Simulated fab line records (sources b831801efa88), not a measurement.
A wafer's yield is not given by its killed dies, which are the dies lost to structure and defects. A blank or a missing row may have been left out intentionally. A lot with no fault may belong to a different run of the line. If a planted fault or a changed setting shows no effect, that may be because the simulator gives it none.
Chamber matching ; flow sky130 ; SKY_VIA3_CMP_24 on cmp-02: 4 sister chambers
The step polishes, stops on SiO2, t overpolish 20 s, target thk 0 nm. 18 wafers are shown with their chamber, then 9 later ones without.

EACH WAFER AND ITS CHAMBER
wafer;chamber;motor_current_A (A);time_to_endpoint_s (s);overpolish_run_s (s)
L075.1;0;12.2;90;20.006
L075.4;3;12.1;91;19.995
L075.6;2;11.1;88;19.988
L081.1;2;10.5;96;20.000
L081.3;1;11.1;99;19.987
L081.5;2;11.1;96;19.995
L082.4;1;11.0;95;20.012
L082.5;2;10.4;95;20.006
L082.6;1;10.9;96;19.992
L083.2;2;10.9;91;20.019
L083.4;1;10.9;96;20.009
L083.6;1;11.4;93;20.001
L084.1;1;11.4;92;20.011
L084.3;3;12.1;93;20.005
L084.5;1;10.7;93;19.987
L087.4;1;10.4;93;19.998
L087.5;1;10.6;95;19.995
L087.6;2;10.5;93;19.989

SIGNATURES (means of the wafers above)
reading;chamber 0;chamber 1;chamber 2;chamber 3;scatter within a chamber
motor_current_A;12.200;10.933;10.750;12.100;0.32
time_to_endpoint_s;90.00;94.67;93.17;92.00;2.55
overpolish_run_s;20.00600;19.99911;19.99950;20.00000;0.0104
Rule: for a wafer and a chamber, the distance is found by dividing, reading by reading, the gap between the wafer's reading and the chamber's mean by the reading's scatter, squaring, summing and taking the root. The wafer belongs to the nearest chamber; if the next one is less than 2 further off, it can't be placed. The scatter: the root of (the sum of the squares of (reading less its chamber's mean) over the shown wafers, divided by (wafers less chambers)).

WAFERS WITH NO CHAMBER GIVEN
wafer;motor_current_A (A);time_to_endpoint_s (s);overpolish_run_s (s)
L090.3;11.7;93;20.003
L090.4;12.5;94;20.006
L090.6;12.5;87;19.999
L092.3;12.2;96;19.991
L092.4;10.5;90;20.002
L092.5;11.8;88;20.004
L095.1;10.9;90;20.000
L095.4;11.0;94;20.005
L095.6;10.8;88;19.996

WHICH CHAMBER EACH ONE RAN IN
wafer;from the rows above;in truth
L090.3;can't be placed: 3 or 0 or 1 or 2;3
L090.4;can't be placed: 3 or 0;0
L090.6;can't be placed: 0 or 3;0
L092.3;can't be placed: 3 or 0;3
L092.4;can't be placed: 2 or 1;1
L092.5;can't be placed: 0 or 3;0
L095.1;can't be placed: 2 or 1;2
L095.4;can't be placed: 1 or 2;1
L095.6;can't be placed: 2 or 1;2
Correct placement for 0 of the 9. Can't be placed from these rows: 9 (the true chamber is among the candidates in 9). 0 placed wrongly.
